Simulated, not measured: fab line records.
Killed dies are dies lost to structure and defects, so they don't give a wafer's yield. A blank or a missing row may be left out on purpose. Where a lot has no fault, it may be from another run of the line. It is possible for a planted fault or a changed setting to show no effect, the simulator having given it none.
Comparing a struck lot with a sound one + flow gf180mcu + 14 steps out of a route of 602
Sound: these wafers, L238.2, L238.3, L238.4. Struck: wafers L243.5, L243.6. (L243.2 of the same lot was not struck and is left out.) The cause comes at the end.
Each step with rows lists, per side, the tool, then ch with its chambers, then its first start. Under that, the readings that differ: sound wafers + struck wafers + difference of the means + sigmas: that difference in standard deviations of wafers without a fault.
alike: words and numbers the same on both sides, and readings whose means are apart by under 2 such deviations; not compared: readings that were withheld, readings missing a value for some wafer, numbers with overlapping values and no deviation given by the record, and bounds like >300 which may hide the same value.
The two part at a step that has a row with sigmas, a row that says differs or no value, or rows on one side only. Numbers that don't overlap but have no deviation are shown without sigmas and don't part them. A reading missing from all wafers of one side parts the sides only when that side holds two or more wafers.

GF_V3_OVL_MEAS_15:
  struck on overlay-02, day 25 06:10; sound on overlay-02, day 23 06:40
  alike: V3_OVL
then, 2 steps without rows for these wafers: GF_V3_ETCH_16 (etches BARC in N2/H2); GF_V3_ETCH_17 (etches SiO2 in C4F8/O2/Ar, stops on TiN, target depth 635 nm).
GF_V3_STRIP_18: strips in O2/N2.
  sound on plasma_asher-02 ch 0,1, day 23 06:49; struck on plasma_asher-04 ch 0,1, day 25 06:20
  alike: drypump_motor_current_A, heater_power_w, n2_flow_sccm, oes_product_au
  not compared: rf_hours_counter_h
then, 2 steps without rows for these wafers: GF_V3_STRIP_19 (strips in post etch residue remover, time 1200 s); GF_V3_CLEAN_20 (cleans in DIW).
GF_V3_SPUTTER_21: material Ti, target thk 15 nm, time 80.02 s.
  struck on pvd_sputter-03, day 25 06:56; sound on pvd_sputter-02, day 23 07:22
  alike: throttle_valve_pct
GF_V3_SPUTTER_22: material TiN, target thk 10 nm, time 40 s.
  struck on pvd_sputter-03, day 25 06:59; sound on pvd_sputter-02, day 23 07:25
  alike: throttle_valve_pct
GF_V3_CVD_23: deposits W, target thk 350 nm, time 104.9 s.
  sound on cvd_w-01 ch 0,1, day 23 07:28; struck on cvd_w-02 ch 0,1, day 25 07:02
  alike: heater_power_w
GF_V3_RS_MEAS_24: measurement is done with a four-point probe.
  struck on film_metro-03, day 25 07:10; sound on film_metro-01, day 23 07:35
| reading          | sound             | struck      | difference | sigmas |
|------------------|-------------------|-------------|------------|--------|
| V3_W_RS (ohm/sq) | 0.311 0.312 0.321 | 0.330 0.328 | +0.014     | +2     |
GF_V3_THK_MEAS_25: measures by xrf.
  struck on film_metro-03, day 25 07:16; sound on film_metro-01, day 23 07:42
  alike: V3_W_THK
then, 1 step without rows for these wafers: GF_V3_CMP_26 (polishes, stops on SiO2, t overpolish 15 s, target thk 0 nm).
GF_M4_SPUTTER_00: material Ti, target thk 37.5 nm, time 150 s.
  struck on pvd_sputter-04, day 25 07:37; sound on pvd_sputter-01, day 23 08:19
| reading                               | sound             | struck      | difference | sigmas |
|---------------------------------------|-------------------|-------------|------------|--------|
| model.Ti_of_M4_SPUTTER_00.thk_nm (nm) | 37.76 37.57 37.55 | 56.38 57.32 | +19.22     |        |
  alike: throttle_valve_pct
GF_M4_SPUTTER_01: material TiN, target thk 30 nm, time 25 s.
  struck on pvd_sputter-04, day 25 07:43; sound on pvd_sputter-01, day 23 08:25
  alike: throttle_valve_pct

WHERE THEY PART
At GF_V3_RS_MEAS_24 and nowhere else, as far as this record goes. Later steps at which nothing parts them and some readings are alike: GF_V3_THK_MEAS_25, GF_M4_SPUTTER_00, GF_M4_SPUTTER_01.

WHY: what had been put in by the simulator
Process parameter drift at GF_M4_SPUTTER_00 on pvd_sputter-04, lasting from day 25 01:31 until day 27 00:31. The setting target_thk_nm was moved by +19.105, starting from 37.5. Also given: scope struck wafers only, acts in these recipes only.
